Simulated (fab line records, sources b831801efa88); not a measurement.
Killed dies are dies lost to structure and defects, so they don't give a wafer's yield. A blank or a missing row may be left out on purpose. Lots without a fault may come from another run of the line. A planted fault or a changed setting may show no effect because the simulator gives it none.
Which tool did it? | flow sky130 | 11 lots, 33 wafers sampled, at 1 step of a route of 708

WHAT THE GAUGES READ, wafer by wafer
SKY_VIA2_BOW_MEAS_03.
lot  | measured     | on            | VIA2_BOW (um)
L661 | day 36 09:27 | film_metro-01 | 86 75 88
L663 | day 36 20:10 | film_metro-01 | 90 90 96
L664 | day 37 02:49 | film_metro-01 | 92 88 84
L668 | day 38 13:23 | film_metro-01 | 74 79 83
L670 | day 38 14:55 | film_metro-04 | 81 83 72
L674 | day 39 20:37 | film_metro-01 | 84 86 94
L678 | day 41 09:08 | film_metro-04 | 93 80 88
L679 | day 41 11:33 | film_metro-03 | 90 82 94
L680 | day 42 05:55 | film_metro-01 | 83 94 82
L681 | day 42 12:50 | film_metro-04 | 93 90 87
L682 | day 42 21:19 | film_metro-04 | 82 89 90

WHICH TOOL RAN EACH LOT (tool, then ch and the chambers of the sampled wafers, then the start)
The record holds no process step before these readings.

WHAT THE TOOLS THEMSELVES READ (means of the sampled wafers that have a number; where no wafer has one, the mark that the record gives instead)
The record holds no such reading with a usual standard deviation.

THE ANSWER, worked out from the rows above alone
Rule: what is usual is taken from the lots themselves. Put in order of their means at a reading, lots are off if they are a third of the lots or fewer, leave a main group of 4 or more, and stand apart from it by a gap of 3 or more times the standard deviation of the main group's means; of several such gaps the widest counts. A main group whose means are all the same, to the digits that the tables above print for the reading, isn't used. A lot without any number at a reading at which 4 lots or more have one is off too. The other lots that the step has rows for count as sound. The gauges are gone through in route order, then the tools' own readings, and for those a lot's mean is taken as printed above. The first step at which some lot is off is used, and at that step the reading that is off furthest; a lot without a number counts as furthest.
No lot is off at any reading shown: from this, nothing can be told.

WHAT THE SIMULATOR HAD PUT IN
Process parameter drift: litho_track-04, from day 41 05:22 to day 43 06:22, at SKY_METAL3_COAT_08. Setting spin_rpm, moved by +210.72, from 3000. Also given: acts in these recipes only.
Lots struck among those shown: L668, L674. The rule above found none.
